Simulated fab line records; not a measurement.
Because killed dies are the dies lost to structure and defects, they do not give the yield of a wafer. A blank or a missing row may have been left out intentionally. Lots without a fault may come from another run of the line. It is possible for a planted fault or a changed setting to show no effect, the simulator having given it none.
fab line records -- flow sky130
record lots=12, wafers=36, lastDay=50
route steps=708 shown METAL2@499 VIA2@508 PAD_OPEN@708
lots with no fault: from the same line, run without faults
startH: hours from the record's first day to the start of the lot's first wafer shown -- waitH: time in hours since the lot's previous step -- " unchanged from the row above -- L1.1+2: a single row standing in for several wafers -- - no value, or no start given -- * or withheld: withheld -- < > ~ a bound
route shown NAME@n: a module of which the file shows steps, and the number in the route of the first -- usual: average and standard deviation across the fault-free wafers -- same: alike in all rows -- chamber/n: place in a boat -- sites: readings site by site -- _std_site: how widely they spread, as a standard deviation -- _edge_site: mean of outer sites minus mean of inner sites -- radiusMm: for every site, how far away it sits from the centre of the wafer -- mask NAME#n: copy n -- behind: the last tool/chamber to shape the wafer -- hold: why the lot went on hold/how many hours it stayed there/how the hold came to an end -- device: the n, p or np transistor that did not switch -- end of line: the same wafers' tests at the end of the route -- step lacking rows: just its recipe -- killed: at the first sort, the dies lost to defects and structure; wafer yield is something else -- map: a wafer's dies, marking killed ones x, the rest . and places with no die _
set.NAME: the setting as run; set.NAME@STEP: as run at that earlier step -- model.NAME: the simulator's own value behind a step, which no gauge read
steps of the route over a sample of lots; a table a step, a row a wafer
services: from which hour (startH, from the record's first day; less than 0 if before it) a tool's chamber was out of use, for how many hours, and why
## steps
# step SKY_METAL2_OVL_MEAS_16
# usual METAL2_OVL=-5/6.4
lot.wafer,tool,chamber,startH,waitH,METAL2_OVL[nm]
L438.3,overlay-01,-,861.61,0.1,2
L438.4,overlay-01,-,861.61,0.1,3
L438.6,overlay-01,-,861.61,0.1,5
L437.3,overlay-02,-,863.75,0.1,3
L437.4,overlay-02,-,863.75,0.1,-3
L437.6,overlay-02,-,863.75,0.1,1
L439.3,overlay-01,-,874.00,0.1,-7
L439.5,overlay-01,-,874.00,0.1,-8
L439.6,overlay-01,-,874.00,0.1,-15
L440.1,overlay-01,-,884.95,0.1,-3
L440.3,overlay-01,-,884.95,0.1,-10
L440.4,overlay-01,-,884.95,0.1,-9
L441.2,overlay-02,-,894.60,0.1,-15
L441.4,overlay-02,-,894.60,0.1,-9
L441.5,overlay-02,-,894.60,0.1,-15
L442.4,overlay-01,-,902.67,0.1,-4
L442.5,overlay-01,-,902.67,0.1,-10
L442.6,overlay-01,-,902.67,0.1,-7
L443.1,overlay-02,-,909.35,0.1,-13
L443.3,overlay-02,-,909.35,0.1,-5
L443.4,overlay-02,-,909.35,0.1,-14
L450.4,overlay-01,-,947.21,0.1,-6
L450.5,overlay-01,-,947.21,0.1,2
L450.6,overlay-01,-,947.21,0.1,-5
L451.1,overlay-01,-,957.24,0.1,-2
L451.4,overlay-01,-,957.24,0.1,-7
L451.5,overlay-01,-,957.24,0.1,1
L452.2,overlay-01,-,968.55,0.1,-10
L452.3,overlay-01,-,968.55,0.1,-8
L452.5,overlay-01,-,968.55,0.1,-6
L454.2,overlay-02,-,976.85,0.1,-1
L454.4,overlay-02,-,976.85,0.1,-1
L454.6,overlay-02,-,976.85,0.1,-12
L455.2,overlay-01,-,981.55,0.1,-9
L455.4,overlay-01,-,981.55,0.1,-4
L455.5,overlay-01,-,981.55,0.1,-1
# step SKY_METAL2_ETCH_18
# recipe chemistry=N2/H2, target=BARC, ionEnergyEv=200, biasW=100, pressureMtorr=30, n2FlowSccm=100, h2FlowSccm=200, icpW=500, stopOn=SiO2, timeS=45.9, targetDepthA=600
# usual drypumpMotorCurrentA=6.0/0.36, oesProductAu=0.855/0.0045, throttleValvePct=13.224/0.0085
lot.wafer,tool,chamber,startH,waitH,drypumpMotorCurrentA,oesProductAu,rfHoursCounterH,throttleValvePct
L438.3,rieMetal-01,0,861.69,0.0,6.1,0.852,-,13.215
L438.4,rieMetal-01,1,861.69,0.0,5.9,0.859,-,13.225
L438.6,rieMetal-01,0,861.69,0.0,6.1,0.853,-,13.208
L437.3,rieMetal-02,0,863.83,0.0,5.6,0.846,-,13.224
L437.4,rieMetal-02,1,863.83,0.0,6.0,0.854,-,13.218
L437.6,rieMetal-02,0,863.83,0.0,5.6,0.856,-,13.218
L439.3,rieMetal-02,0,874.08,0.0,5.6,0.850,-,13.219
L439.5,rieMetal-02,1,874.08,0.0,6.0,0.861,-,13.226
L439.6,rieMetal-02,0,874.08,0.0,5.6,0.855,-,13.238
L440.1,rieMetal-02,0,885.05,0.1,5.6,0.851,14,13.238
L440.3,rieMetal-02,0,885.05,0.1,5.6,0.849,-,13.214
L440.4,rieMetal-02,0,885.05,0.1,5.6,0.865,-,13.226
L441.2,rieMetal-02,0,894.72,0.1,5.6,0.856,-,13.214
L441.4,rieMetal-02,0,894.72,0.1,5.7,0.861,-,13.231
L441.5,rieMetal-02,0,894.72,0.1,5.6,0.856,-,13.221
L442.4,rieMetal-03,0,902.75,0.0,5.7,0.855,-,13.225
L442.5,rieMetal-03,1,902.75,0.0,6.7,0.858,-,13.217
L442.6,rieMetal-03,0,902.75,0.0,5.7,0.864,-,13.226
L443.1,rieMetal-01,1,909.41,0.0,6.0,0.853,12,13.227
L443.3,rieMetal-01,0,909.41,0.0,6.1,0.847,-,13.232
L443.4,rieMetal-01,1,909.41,0.0,6.0,0.855,-,13.218
L450.4,rieMetal-02,0,947.28,0.0,5.6,0.856,-,13.231
L450.5,rieMetal-02,0,947.28,0.0,5.6,0.859,-,13.230
L450.6,rieMetal-02,1,947.28,0.0,6.0,0.856,-,13.213
L451.1,rieMetal-03,0,957.31,0.0,5.7,0.850,6,13.221
L451.4,rieMetal-03,0,957.31,0.0,5.7,0.862,-,13.220
L451.5,rieMetal-03,0,957.31,0.0,5.7,0.858,-,13.236
L452.2,rieMetal-03,1,968.61,0.0,6.7,0.854,4,13.220
L452.3,rieMetal-03,0,968.61,0.0,5.7,0.861,-,13.232
L452.5,rieMetal-03,0,968.61,0.0,5.7,0.855,-,13.223
L454.2,rieMetal-02,1,976.91,0.0,6.0,0.847,8,13.224
L454.4,rieMetal-02,0,976.91,0.0,5.6,0.867,-,13.226
L454.6,rieMetal-02,1,976.91,0.0,6.0,0.856,-,13.230
L455.2,rieMetal-01,0,981.62,0.0,6.1,0.854,21,13.229
L455.4,rieMetal-01,1,981.62,0.0,6.0,0.850,-,13.220
L455.5,rieMetal-01,0,981.62,0.0,6.1,0.855,-,13.227
# step SKY_METAL2_STRIP_20
# recipe chemistry=O2/N2, powerW=1400, pressureMtorr=1500, platenTempC=withheld, o2FlowSccm=3000, n2FlowSccm=300, overashFraction=0.5
# usual chamberPressureMTorr=1500.1/1.4, drypumpMotorCurrentA=5.6/0.37, o2FlowSccm=3000/8.5, oesProductAu=0.343/0.0042, stripTimeToEndpointS=2.698/0.026
lot.wafer,tool,chamber,startH,waitH,chamberPressureMTorr,drypumpMotorCurrentA,o2FlowSccm,oesProductAu,rfHoursCounterH,stripTimeToEndpointS
L438.3,plasmaAsher-03,1,861.85,0.1,1501.9,5.8,3015,0.346,-,2.730
L438.4,plasmaAsher-03,0,861.85,0.1,1499.9,4.9,2997,0.341,-,2.707
L438.6,plasmaAsher-03,1,861.85,0.1,1499.8,5.8,3011,0.337,-,2.689
L437.3,plasmaAsher-02,1,863.99,0.1,1498.7,5.8,2988,0.347,-,2.751
L437.4,plasmaAsher-02,0,863.99,0.1,1498.0,5.7,2991,0.339,-,2.712
L437.6,plasmaAsher-02,1,863.99,0.1,1498.0,5.8,3001,0.343,-,2.710
L439.3,plasmaAsher-03,1,874.25,0.1,1500.9,5.8,3005,0.332,-,2.695
L439.5,plasmaAsher-03,0,874.25,0.1,1499.8,4.9,2996,0.344,-,2.660
L439.6,plasmaAsher-03,1,874.25,0.1,1500.9,5.8,2994,0.340,-,2.681
L440.1,plasmaAsher-03,1,885.35,0.1,-,-,-,-,-,-
L440.3,plasmaAsher-03,1,885.35,0.1,-,-,-,-,-,-
L440.4,plasmaAsher-03,0,885.35,0.1,-,-,-,-,-,-
L441.2,plasmaAsher-03,1,895.00,0.1,-,-,-,-,-,-
L441.4,plasmaAsher-03,0,895.00,0.1,-,-,-,-,-,-
L441.5,plasmaAsher-03,0,895.00,0.1,-,-,-,-,-,-
L442.4,plasmaAsher-02,1,902.96,0.1,-,-,-,-,-,-
L442.5,plasmaAsher-02,0,902.96,0.1,-,-,-,-,-,-
L442.6,plasmaAsher-02,1,902.96,0.1,-,-,-,-,-,-
L443.1,plasmaAsher-01,0,909.57,0.1,1500.0,5.9,2990,0.343,17,2.724
L443.3,plasmaAsher-01,1,909.57,0.1,1498.6,5.9,3005,0.342,-,2.684
L443.4,plasmaAsher-01,0,909.57,0.1,1501.6,5.9,3016,0.351,-,2.698
L450.4,plasmaAsher-03,1,947.44,0.1,1498.3,5.8,3000,0.345,-,2.726
L450.5,plasmaAsher-03,1,947.44,0.1,1500.1,5.8,3000,0.342,-,2.745
L450.6,plasmaAsher-03,0,947.44,0.1,1499.0,4.9,2979,0.340,-,2.737
L451.1,plasmaAsher-03,0,957.46,0.1,1498.1,4.9,2990,0.342,111,2.721
L451.4,plasmaAsher-03,1,957.46,0.1,1498.9,5.8,2997,0.341,-,2.724
L451.5,plasmaAsher-03,1,957.46,0.1,1499.2,5.8,3010,0.340,-,2.738
L452.2,plasmaAsher-02,1,968.76,0.1,1498.8,5.8,2991,0.339,88,2.699
L452.3,plasmaAsher-02,1,968.76,0.1,1502.2,5.8,2999,0.340,-,2.705
L452.5,plasmaAsher-02,1,968.76,0.1,1502.1,5.8,2996,0.340,-,2.672
L454.2,plasmaAsher-01,0,977.06,0.1,1500.6,5.9,3008,0.350,24,2.727
L454.4,plasmaAsher-01,1,977.06,0.1,1500.6,5.9,2990,0.346,-,2.746
L454.6,plasmaAsher-01,1,977.06,0.1,1501.7,5.9,3009,0.339,-,2.737
L455.2,plasmaAsher-01,0,981.77,0.1,1500.9,5.8,3009,0.343,24,2.670
L455.4,plasmaAsher-01,1,981.77,0.1,1500.9,5.9,2999,0.340,-,2.661
L455.5,plasmaAsher-01,1,981.77,0.1,1500.0,5.9,3014,0.345,-,2.685
# step SKY_VIA2_THK_MEAS_01
# recipe reads=SiO2_of_VIA2_HDPCVD_00
# usual VIA2_HDPCVD_THK=1185/11
lot.wafer,tool,chamber,startH,waitH,VIA2_HDPCVD_THK[nm]
L438.3,filmMetro-01,-,862.60,0.1,1189
L438.4,filmMetro-01,-,862.60,0.1,1192
L438.6,filmMetro-01,-,862.60,0.1,1190
L437.3,filmMetro-01,-,864.74,0.1,1186
L437.4,filmMetro-01,-,864.74,0.1,1182
L437.6,filmMetro-01,-,864.74,0.1,1179
L439.3,filmMetro-02,-,874.95,0.1,1190
L439.5,filmMetro-02,-,874.95,0.1,1208
L439.6,filmMetro-02,-,874.95,0.1,1202
L443.1,filmMetro-01,-,910.33,0.1,1186
L443.3,filmMetro-01,-,910.33,0.1,1172
L443.4,filmMetro-01,-,910.33,0.1,1182
L450.4,filmMetro-02,-,948.20,0.0,1184
L450.5,filmMetro-02,-,948.20,0.0,1185
L450.6,filmMetro-02,-,948.20,0.0,1181
L451.1,filmMetro-03,-,958.18,0.1,1180
L451.4,filmMetro-03,-,958.18,0.1,1192
L451.5,filmMetro-03,-,958.18,0.1,1178
L452.2,filmMetro-01,-,969.49,0.1,1203
L452.3,filmMetro-01,-,969.49,0.1,1186
L452.5,filmMetro-01,-,969.49,0.1,1192
L454.2,filmMetro-01,-,977.82,0.1,1208
L454.4,filmMetro-01,-,977.82,0.1,1191
L454.6,filmMetro-01,-,977.82,0.1,1175
L455.2,filmMetro-01,-,982.50,0.1,1181
L455.4,filmMetro-01,-,982.50,0.1,1198
L455.5,filmMetro-01,-,982.50,0.1,1186
# step SKY_PAD_OPEN_PROBE_99
# usual defectLimitedYield=82.4/2.2, killed_at_M0_to_M3=44/7.7, killed_at_M4_up=3.2/1.7, killedAtContacts=24/5.3, killedAtFrontEnd=15/4.3, killedAtOther=0.3/0.57, killedDies=87/11, killedOnRim=17/3.8, killedOpen=47/7.4, killedShort=40/6.5, sort_bin_3_pad_short=0.8/0.4, sort_bin_5_function=10.5/1.6, sort_bin_6_memory=6.3/1.2, sortNPass=405/11, sortYieldPct=82.4/2.2
# same grossDies=492, killedAtBackSide=0, sort_bin_4_leakage[%]=0, sort_bin_8_speed[%]=0
lot.wafer,tool,chamber,startH,waitH,defectLimitedYield[%],killed_at_M0_to_M3,killed_at_M4_up,killedAtContacts,killedAtFrontEnd,killedAtOther,killedDies,killedOnRim,killedOpen,killedShort,sort_bin_3_pad_short[%],sort_bin_5_function[%],sort_bin_6_memory[%],sortNPass,sortYieldPct[%]
L438.3,prober-01,-,1107.59,0.2,79.9,45,0,36,18,0,99,17,51,48,2.0,9.3,8.7,393,79.9
L438.4,prober-01,-,1107.64,0.2,86.0,32,1,23,13,0,69,13,32,37,1.0,7.3,5.7,423,86.0
L438.6,prober-01,-,1107.74,0.2,82.9,57,3,17,7,0,84,17,46,38,0.8,8.9,7.3,408,82.9
L437.3,prober-02,-,1111.35,0.2,85.0,38,3,18,15,0,74,16,42,32,0.8,9.6,4.7,418,85.0
L437.4,prober-02,-,1111.40,0.2,82.7,39,5,28,13,0,85,20,40,45,0.2,11.2,5.9,407,82.7
L437.6,prober-02,-,1111.50,0.2,82.7,35,4,25,21,0,85,14,46,39,0.4,10.0,6.9,407,82.7
L439.3,prober-01,-,1117.47,0.2,78.9,48,2,34,20,0,104,23,52,52,1.8,13.0,6.3,388,78.9
L439.5,prober-01,-,1117.57,0.2,82.9,43,2,22,16,1,84,17,49,35,0.4,9.1,7.5,408,82.9
L439.6,prober-01,-,1117.62,0.2,80.7,47,4,25,19,0,95,18,54,41,0.6,12.0,6.7,397,80.7
L440.1,prober-02,-,1123.20,0.1,0.2,461,2,18,10,0,491,95,44,29,0.2,94.1,5.5,1,0.2
L440.3,prober-02,-,1123.30,0.2,0,456,3,22,11,0,492,96,50,30,0.6,93.5,5.9,0,0
L440.4,prober-02,-,1123.35,0.2,0.2,442,3,29,17,0,491,95,45,41,0.8,91.9,7.1,1,0.2
L441.2,prober-01,-,1133.65,0.1,0.2,453,4,17,17,0,491,96,41,37,1.0,93.5,5.3,1,0.2
L441.4,prober-01,-,1133.75,0.2,0,443,6,23,20,0,492,96,53,45,1.2,91.1,7.7,0,0
L441.5,prober-01,-,1133.80,0.2,0,457,2,24,9,0,492,96,48,29,0.2,94.5,5.3,0,0
L442.4,prober-02,-,1138.97,0.2,0.2,445,3,29,14,0,491,95,48,41,1.0,92.9,5.9,1,0.2
L442.5,prober-02,-,1139.02,0.2,0.4,447,3,27,11,2,490,96,56,52,1.2,91.7,6.7,2,0.4
L442.6,prober-02,-,1139.07,0.2,0.6,456,5,20,8,0,489,93,37,38,0.8,93.5,5.1,3,0.6
L443.1,prober-01,-,1144.20,0.1,81.5,40,5,26,20,0,91,18,56,35,1.0,11.0,6.5,401,81.5
L443.3,prober-01,-,1144.30,0.2,84.6,32,5,23,16,0,76,14,41,35,1.2,8.3,5.9,416,84.6
L443.4,prober-01,-,1144.35,0.2,82.3,51,3,18,15,0,87,20,50,37,1.0,10.6,6.1,405,82.3
L450.4,prober-02,-,1172.25,0.2,82.5,50,2,19,15,0,86,15,40,46,1.4,9.1,6.9,406,82.5
L450.5,prober-02,-,1172.30,0.2,82.9,50,3,14,17,0,84,16,39,45,1.0,11.0,5.1,408,82.9
L450.6,prober-02,-,1172.35,0.2,84.6,32,3,25,16,0,76,20,36,40,0.6,9.3,5.5,416,84.6
L451.1,prober-01,-,1179.55,0.1,81.1,42,3,31,16,1,93,19,55,36,0.4,12.0,6.5,399,81.1
L451.4,prober-01,-,1179.70,0.2,83.5,31,2,30,18,0,81,17,42,39,1.2,7.7,7.5,411,83.5
L451.5,prober-01,-,1179.75,0.2,81.7,46,3,21,20,0,90,18,47,43,1.0,10.0,7.3,402,81.7
L452.2,prober-02,-,1187.59,0.1,84.1,38,3,16,21,0,78,14,33,45,1.0,8.9,5.9,414,84.1
L452.3,prober-02,-,1187.64,0.2,82.5,49,0,16,21,0,86,17,40,46,1.2,10.2,6.1,406,82.5
L452.5,prober-02,-,1187.74,0.2,82.7,36,3,31,15,0,85,14,49,36,0.4,10.2,6.7,407,82.7
L454.2,prober-02,-,1191.15,0.1,78.7,66,3,24,12,0,105,27,62,43,1.8,13.6,5.9,387,78.7
L454.4,prober-02,-,1191.25,0.2,77.6,50,5,36,19,0,110,21,65,45,0.4,14.0,7.9,382,77.6
L454.6,prober-02,-,1191.35,0.2,76.6,57,2,31,24,1,115,22,67,48,1.6,13.4,8.3,377,76.6
L455.2,prober-01,-,1194.19,0.1,84.1,38,4,24,12,0,78,11,41,37,0.6,9.8,5.5,414,84.1
L455.4,prober-01,-,1194.29,0.2,86.4,36,3,13,15,0,67,17,41,26,0.8,9.1,3.7,425,86.4
L455.5,prober-01,-,1194.34,0.2,82.9,41,3,18,22,0,84,10,49,35,0.8,11.6,4.7,408,82.9
# killed by level:class
L438.3 CONTACT:geometricParticle:open=15 VIA1:geometricParticle:open=11 VIA1:geometricParticle:short=9 CONTACT:geometricParticle:short=8 LOCAL_INTERCONNECT:geometricParticle:short=7 VIA3:geometricParticle:open=6 FIELD_ISO:geometricParticle:short=5 LI_CONTACT:geometricParticle:open=5
L438.4 CONTACT:geometricParticle:open=8 VIA1:geometricParticle:short=7 CONTACT:geometricParticle:short=7 VIA1:geometricParticle:open=7 FIELD_ISO:geometricParticle:open=6 METAL2:geometricParticle:short=6 POLY_GATE:geometricParticle:open=3 SPACER:geometricParticle:short=3
L438.6 VIA1:geometricParticle:open=18 VIA1:geometricParticle:short=9 VIA3:geometricParticle:open=6 CONTACT:geometricParticle:short=5 CONTACT:geometricParticle:open=5 METAL2:geometricParticle:short=5 VIA2:geometricParticle:open=5 METAL2:geometricParticle:open=4
L437.3 VIA1:geometricParticle:open=9 VIA3:geometricParticle:open=8 LI_CONTACT:geometricParticle:open=7 VIA2:geometricParticle:open=7 CONTACT:geometricParticle:open=6 METAL1:geometricParticle:short=4 FIELD_ISO:geometricParticle:short=3 POLY_GATE:geometricParticle:short=3
L437.4 METAL1:geometricParticle:short=11 CONTACT:geometricParticle:open=10 LOCAL_INTERCONNECT:geometricParticle:short=7 VIA2:geometricParticle:open=7 LI_CONTACT:geometricParticle:open=6 POLY_GATE:geometricParticle:open=5 VIA2:geometricParticle:short=5 VIA1:geometricParticle:open=5
L437.6 CONTACT:geometricParticle:open=10 LI_CONTACT:geometricParticle:open=9 VIA3:geometricParticle:open=7 POLY_GATE:geometricParticle:short=6 POLY_GATE:geometricParticle:open=6 METAL1:geometricParticle:short=6 VIA2:geometricParticle:open=4 VIA1:geometricParticle:short=4
L439.3 LI_CONTACT:geometricParticle:open=11 VIA2:geometricParticle:open=10 FIELD_ISO:geometricParticle:open=9 METAL1:geometricParticle:short=9 CONTACT:geometricParticle:short=8 VIA1:geometricParticle:open=7 FIELD_ISO:geometricParticle:short=5 LI_CONTACT:geometricParticle:short=5
L439.5 VIA1:geometricParticle:open=11 CONTACT:geometricParticle:short=9 VIA2:geometricParticle:open=9 LI_CONTACT:geometricParticle:open=5 METAL1:geometricParticle:short=5 VIA3:geometricParticle:open=5 FIELD_ISO:geometricParticle:open=4 POLY_GATE:geometricParticle:short=4
L439.6 CONTACT:geometricParticle:open=12 VIA1:geometricParticle:open=11 FIELD_ISO:geometricParticle:open=7 LI_CONTACT:geometricParticle:open=7 VIA1:geometricParticle:short=6 METAL2:geometricParticle:short=6 VIA2:geometricParticle:open=5 CONTACT:geometricParticle:short=4
L440.1 VIA2:areaHdpcvd=418 VIA1:geometricParticle:open=17 CONTACT:geometricParticle:open=7 VIA1:geometricParticle:short=6 LI_CONTACT:geometricParticle:open=5 CONTACT:geometricParticle:short=4 METAL2:geometricParticle:short=4 FIELD_ISO:geometricParticle:short=3
L440.3 VIA2:areaHdpcvd=412 VIA1:geometricParticle:open=16 CONTACT:geometricParticle:open=10 VIA2:geometricParticle:open=8 VIA3:geometricParticle:open=5 VIA1:geometricParticle:short=5 LI_CONTACT:geometricParticle:open=4 CONTACT:geometricParticle:short=4
L440.4 VIA2:areaHdpcvd=405 CONTACT:geometricParticle:open=11 VIA1:geometricParticle:open=11 LI_CONTACT:geometricParticle:open=8 METAL2:geometricParticle:short=8 POLY_GATE:geometricParticle:short=5 FIELD_ISO:geometricParticle:short=4 LI_CONTACT:geometricParticle:short=4
L441.2 VIA2:areaHdpcvd=413 VIA1:geometricParticle:open=8 VIA3:geometricParticle:open=8 LI_CONTACT:geometricParticle:open=7 CONTACT:geometricParticle:open=6 POLY_GATE:geometricParticle:short=5 FIELD_ISO:geometricParticle:short=4 VIA1:geometricParticle:short=4
L441.4 VIA2:areaHdpcvd=394 VIA1:geometricParticle:open=13 CONTACT:geometricParticle:short=8 METAL2:geometricParticle:short=8 VIA2:geometricParticle:open=8 CONTACT:geometricParticle:open=6 VIA3:geometricParticle:open=6 POLY_GATE:geometricParticle:open=5
L441.5 VIA2:areaHdpcvd=414 VIA1:geometricParticle:open=13 CONTACT:geometricParticle:open=9 VIA3:geometricParticle:open=8 LI_CONTACT:geometricParticle:open=8 VIA3:geometricParticle:short=4 CONTACT:geometricParticle:short=4 LI_CONTACT:geometricParticle:short=3
L442.4 VIA2:areaHdpcvd=402 VIA1:geometricParticle:open=14 CONTACT:geometricParticle:open=12 VIA2:geometricParticle:open=8 METAL1:geometricParticle:short=6 POLY_GATE:geometricParticle:short=5 LOCAL_INTERCONNECT:geometricParticle:short=5 LI_CONTACT:geometricParticle:open=4
L442.5 VIA2:areaHdpcvd=380 VIA1:geometricParticle:open=17 VIA1:geometricParticle:short=10 CONTACT:geometricParticle:open=9 METAL1:geometricParticle:short=9 LI_CONTACT:geometricParticle:open=7 VIA3:geometricParticle:open=6 METAL3:geometricParticle:short=5
L442.6 VIA2:areaHdpcvd=414 METAL1:geometricParticle:short=8 VIA1:geometricParticle:open=8 VIA2:geometricParticle:open=8 CONTACT:geometricParticle:open=6 METAL2:geometricParticle:short=5 CONTACT:geometricParticle:short=5 VIA1:geometricParticle:short=5
L443.1 CONTACT:geometricParticle:open=12 FIELD_ISO:geometricParticle:open=9 VIA1:geometricParticle:open=9 VIA2:geometricParticle:open=7 METAL4:geometricParticle:short=5 LI_CONTACT:geometricParticle:short=4 LI_CONTACT:geometricParticle:open=4 LOCAL_INTERCONNECT:geometricParticle:short=4
L443.3 CONTACT:geometricParticle:open=11 FIELD_ISO:geometricParticle:short=6 VIA1:geometricParticle:open=6 METAL1:geometricParticle:short=5 VIA3:geometricParticle:open=5 LI_CONTACT:geometricParticle:open=4 CONTACT:geometricParticle:short=4 VIA2:geometricParticle:open=4
L443.4 VIA1:geometricParticle:open=15 VIA2:geometricParticle:open=8 VIA3:geometricParticle:open=7 FIELD_ISO:geometricParticle:short=6 METAL1:geometricParticle:short=5 FIELD_ISO:geometricParticle:open=4 LI_CONTACT:geometricParticle:open=4 CONTACT:geometricParticle:open=4
L450.4 VIA1:geometricParticle:open=10 VIA3:geometricParticle:open=8 VIA3:geometricParticle:short=7 METAL1:geometricParticle:short=6 CONTACT:geometricParticle:open=6 VIA1:geometricParticle:short=5 FIELD_ISO:geometricParticle:short=4 FIELD_ISO:geometricParticle:open=4
L450.5 VIA1:geometricParticle:open=13 VIA2:geometricParticle:open=7 VIA3:geometricParticle:short=7 POLY_GATE:geometricParticle:short=6 VIA3:geometricParticle:open=6 METAL1:geometricParticle:short=6 FIELD_ISO:geometricParticle:short=4 POLY_GATE:geometricParticle:open=4
L450.6 LI_CONTACT:geometricParticle:open=10 FIELD_ISO:geometricParticle:short=6 LOCAL_INTERCONNECT:geometricParticle:short=6 METAL1:geometricParticle:short=6 VIA1:geometricParticle:open=6 VIA2:geometricParticle:open=5 FIELD_ISO:geometricParticle:open=4 POLY_GATE:geometricParticle:open=4
L451.1 VIA1:geometricParticle:open=11 LI_CONTACT:geometricParticle:open=10 VIA3:geometricParticle:open=9 CONTACT:geometricParticle:open=8 VIA2:geometricParticle:open=7 METAL2:geometricParticle:short=7 CONTACT:geometricParticle:short=6 FIELD_ISO:geometricParticle:short=5
L451.4 CONTACT:geometricParticle:open=11 CONTACT:geometricParticle:short=7 VIA3:geometricParticle:open=7 LI_CONTACT:geometricParticle:short=5 VIA2:geometricParticle:open=5 POLY_GATE:geometricParticle:short=4 LOCAL_INTERCONNECT:geometricParticle:short=4 VIA1:geometricParticle:open=4
L451.5 CONTACT:geometricParticle:open=11 METAL1:geometricParticle:short=8 VIA3:geometricParticle:open=7 VIA1:geometricParticle:open=6 POLY_GATE:geometricParticle:open=5 LI_CONTACT:geometricParticle:open=5 VIA1:geometricParticle:short=5 VIA2:geometricParticle:open=5
L452.2 METAL1:geometricParticle:short=9 FIELD_ISO:geometricParticle:short=8 VIA1:geometricParticle:open=7 VIA3:geometricParticle:open=7 FIELD_ISO:geometricParticle:open=5 POLY_GATE:geometricParticle:short=5 LOCAL_INTERCONNECT:geometricParticle:short=5 METAL2:geometricParticle:short=5
L452.3 VIA1:geometricParticle:open=15 METAL2:geometricParticle:short=10 FIELD_ISO:geometricParticle:short=8 CONTACT:geometricParticle:open=7 VIA2:geometricParticle:short=6 POLY_GATE:geometricParticle:short=4 VIA2:geometricParticle:open=4 VIA3:geometricParticle:short=4
L452.5 VIA1:geometricParticle:open=9 VIA3:geometricParticle:open=8 FIELD_ISO:geometricParticle:open=7 LOCAL_INTERCONNECT:geometricParticle:short=7 CONTACT:geometricParticle:open=7 LI_CONTACT:geometricParticle:open=6 LI_CONTACT:geometricParticle:short=5 CONTACT:geometricParticle:short=4
L454.2 VIA1:geometricParticle:open=20 VIA2:geometricParticle:open=10 CONTACT:geometricParticle:open=9 METAL1:geometricParticle:short=7 VIA1:geometricParticle:short=7 LI_CONTACT:geometricParticle:open=6 METAL3:geometricParticle:short=6 METAL2:geometricParticle:short=6
L454.4 VIA1:geometricParticle:open=12 LI_CONTACT:geometricParticle:open=11 CONTACT:geometricParticle:open=9 VIA3:geometricParticle:open=8 LI_CONTACT:geometricParticle:short=6 CONTACT:geometricParticle:short=5 POLY_GATE:geometricParticle:short=5 POLY_GATE:geometricParticle:open=5
L454.6 VIA1:geometricParticle:open=15 LI_CONTACT:geometricParticle:open=13 VIA2:geometricParticle:open=11 METAL2:geometricParticle:short=7 CONTACT:geometricParticle:open=7 FIELD_ISO:geometricParticle:short=6 VIA3:geometricParticle:open=6 POLY_GATE:geometricParticle:short=5
L455.2 METAL2:geometricParticle:short=9 CONTACT:geometricParticle:open=9 LI_CONTACT:geometricParticle:open=7 VIA2:geometricParticle:open=6 METAL1:geometricParticle:short=4 VIA3:geometricParticle:open=4 FIELD_ISO:geometricParticle:short=3 SPACER:geometricParticle:open=3
L455.4 VIA3:geometricParticle:open=9 CONTACT:geometricParticle:open=6 VIA1:geometricParticle:open=6 VIA2:geometricParticle:open=6 FIELD_ISO:geometricParticle:short=4 VIA1:geometricParticle:short=4 FIELD_ISO:geometricParticle:open=3 SPACER:geometricParticle:open=3
L455.5 VIA2:geometricParticle:open=9 FIELD_ISO:geometricParticle:open=6 CONTACT:geometricParticle:open=6 FIELD_ISO:geometricParticle:short=5 POLY_GATE:geometricParticle:short=5 VIA3:geometricParticle:open=5 LI_CONTACT:geometricParticle:open=5 VIA1:geometricParticle:open=5
## services
tool,chamber,startH,hours,kind
rieMetal-01,-,853.09,0.4,repair
rieMetal-03,1,880.49,-,clean
rieMetal-03,1,880.49,16.8,scheduledDown
rieMetal-03,1,880.49,16.8,ventCycle
rieMetal-02,1,880.58,48.4,repair
rieMetal-03,-,891.15,1.4,pm
rieMetal-01,-,911.02,0.7,repair
plasmaAsher-02,-,916.68,2.8,pm
plasmaAsher-01,-,918.05,0.6,repair
rieMetal-01,1,935.69,20.8,repair
## key
firstSign step=SKY_METAL2_STRIP_20, reading=toolRecord, direction=missing
effect step=SKY_PAD_OPEN_PROBE_99, reading=killed_at_M0_to_M3, direction=up, sigmas=52, usual=44, struck=451
moreKillsBornAt SKY_VIA2_HDPCVD_00@hdpcvd-02=3652
metAt SKY_METAL2_STRIP_20
struckLots L440,L441,L442
laterRowsLeftOut L440.1,L440.3,L440.4,L441.2,L441.4,L441.5,L442.4,L442.5,L442.6
notActingAt SKY_METAL2_OVL_MEAS_16,SKY_METAL2_ETCH_18,SKY_VIA2_THK_MEAS_01
onsetBetween 874.25 885.35
fault kind=skippedStepWhole, tool=plasmaAsher-02,plasmaAsher-03, chamber=-, onsetH=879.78, steps=SKY_METAL2_STRIP_20, scope=struckLotsOnly
# laterRowsLeftOut: the simulator's readings of these wafers behind a module that went badly wrong aren't trusted and aren't shown, but for the sort
